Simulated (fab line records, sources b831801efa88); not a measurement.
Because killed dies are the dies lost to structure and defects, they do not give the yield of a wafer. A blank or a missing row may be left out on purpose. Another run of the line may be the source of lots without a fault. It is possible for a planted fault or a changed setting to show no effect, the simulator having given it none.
Split-lot experiment :: flow gf180mcu :: 23 wafers read across 5 lots, on a route 602 steps long

== THE SPLIT ==
At GF_V5_PEB_12 (peb time 90 s), the setting peb-time-s was moved away from the recipe's 90 s on 8 of the 23 wafers read, by -10.4% to +14.9%. This setting was run at the recipe's value on the other wafers.

== THE PATH FROM SPLIT TO READING: the file shows 1 step between them ==
- GF_V5_DEVELOP_13: develop time 60 s

== THE READING ==
cd-nm at GF_V5_CD_MEAS_14, given in nm (cd target 260 nm). Fault-free wafers of this fab line usually give 259.8 nm, standard deviation 0.91 nm.

wafer: L075.2
tool, chamber at the split: litho-track-02, 0
peb-time-s as run, s: 90
against the recipe: recipe
cd-nm, nm: 260.2
against lot-mates on the recipe: -

wafer: L075.3
tool, chamber at the split: litho-track-02, 0
peb-time-s as run, s: 80.64
against the recipe: -10.4%
cd-nm, nm: 257.4
against lot-mates on the recipe: -2.7

wafer: L075.4
tool, chamber at the split: litho-track-02, 0
peb-time-s as run, s: 80.64
against the recipe: -10.4%
cd-nm, nm: 257.7
against lot-mates on the recipe: -2.4

wafer: L075.5
tool, chamber at the split: litho-track-02, 0
peb-time-s as run, s: 80.64
against the recipe: -10.4%
cd-nm, nm: 258.0
against lot-mates on the recipe: -2.1

wafer: L075.6
tool, chamber at the split: litho-track-02, 0
peb-time-s as run, s: 90
against the recipe: recipe
cd-nm, nm: 260.0
against lot-mates on the recipe: -

wafer: L077.1
tool, chamber at the split: litho-track-01, 0
peb-time-s as run, s: 90
against the recipe: recipe
cd-nm, nm: 258.2
against lot-mates on the recipe: -

wafer: L077.2
tool, chamber at the split: litho-track-01, 0
peb-time-s as run, s: 90
against the recipe: recipe
cd-nm, nm: 259.4
against lot-mates on the recipe: -

wafer: L077.4
tool, chamber at the split: litho-track-01, 0
peb-time-s as run, s: 90
against the recipe: recipe
cd-nm, nm: 259.6
against lot-mates on the recipe: -

wafer: L077.5
tool, chamber at the split: litho-track-01, 0
peb-time-s as run, s: 103.4
against the recipe: +14.9%
cd-nm, nm: 261.8
against lot-mates on the recipe: +2.7

wafer: L077.6
tool, chamber at the split: litho-track-01, 0
peb-time-s as run, s: 103.4
against the recipe: +14.9%
cd-nm, nm: 262.0
against lot-mates on the recipe: +2.9

wafer: L080.2
tool, chamber at the split: litho-track-02, 0
peb-time-s as run, s: 90
against the recipe: recipe
cd-nm, nm: 260.7
against lot-mates on the recipe: -

wafer: L080.3
tool, chamber at the split: litho-track-02, 0
peb-time-s as run, s: 90
against the recipe: recipe
cd-nm, nm: 260.4
against lot-mates on the recipe: -

wafer: L080.6
tool, chamber at the split: litho-track-02, 0
peb-time-s as run, s: 90
against the recipe: recipe
cd-nm, nm: 260.9
against lot-mates on the recipe: -

wafer: L084.1
tool, chamber at the split: litho-track-04, 0
peb-time-s as run, s: 90
against the recipe: recipe
cd-nm, nm: 259.0
against lot-mates on the recipe: -

wafer: L084.2
tool, chamber at the split: litho-track-04, 0
peb-time-s as run, s: 90
against the recipe: recipe
cd-nm, nm: 260.1
against lot-mates on the recipe: -

wafer: L084.3
tool, chamber at the split: litho-track-04, 0
peb-time-s as run, s: 90
against the recipe: recipe
cd-nm, nm: 260.4
against lot-mates on the recipe: -

wafer: L084.5
tool, chamber at the split: litho-track-04, 0
peb-time-s as run, s: 90
against the recipe: recipe
cd-nm, nm: 260.4
against lot-mates on the recipe: -

wafer: L084.6
tool, chamber at the split: litho-track-04, 0
peb-time-s as run, s: 90
against the recipe: recipe
cd-nm, nm: 260.0
against lot-mates on the recipe: -

wafer: L085.1
tool, chamber at the split: litho-track-04, 0
peb-time-s as run, s: 86.14
against the recipe: -4.3%
cd-nm, nm: 259.5
against lot-mates on the recipe: +0.4

wafer: L085.2
tool, chamber at the split: litho-track-04, 0
peb-time-s as run, s: 90
against the recipe: recipe
cd-nm, nm: 258.7
against lot-mates on the recipe: -

wafer: L085.3
tool, chamber at the split: litho-track-04, 0
peb-time-s as run, s: 86.14
against the recipe: -4.3%
cd-nm, nm: 257.5
against lot-mates on the recipe: -1.6

wafer: L085.4
tool, chamber at the split: litho-track-04, 0
peb-time-s as run, s: 86.14
against the recipe: -4.3%
cd-nm, nm: 258.3
against lot-mates on the recipe: -0.8

wafer: L085.5
tool, chamber at the split: litho-track-04, 0
peb-time-s as run, s: 90
against the recipe: recipe
cd-nm, nm: 259.6
against lot-mates on the recipe: -

THE FIT
A straight line over all 23 wafers: cd-nm changes by +0.175 nm for each +1% of peb-time-s; r = +0.82; the points scatter about the line by 0.75 nm.
The same after taking each lot's own level away (the mean of its wafers on the recipe; 23 wafers): +0.204 nm for each +1%; r = +0.93; scatter 0.52 nm.
Per that fit: largest peb-time-s move, reading shift of 3 nm.
Across the lots, their own levels run from 259.07 to 260.67 nm, a range of 1.8 times the standard deviation given above.
In other words, the slope is changed by the lot-to-lot level; the two fits disagree.
Check: for one of the wafers moved furthest among these (+14.9%), held out of the fit, the line's prediction against its lot-mates is +3.15 nm. Against them it came out at +2.73 nm.

== OTHER SPLITS APPLIED TO THESE WAFERS ==
Other splits were also applied to these wafers ahead of the reading. Each is held against what the fit with the lots' levels taken away leaves over:
other split on the same wafers: GF_V5_CMP_04 leave-above-ref-nm
wafers away from the commonest value: 8
r with cd-nm (lot level and that fit taken away): -0.09

== FILE'S OWN FIT ==
cd-nm changes by +0.203 nm for each +1% of peb-time-s, r = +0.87.
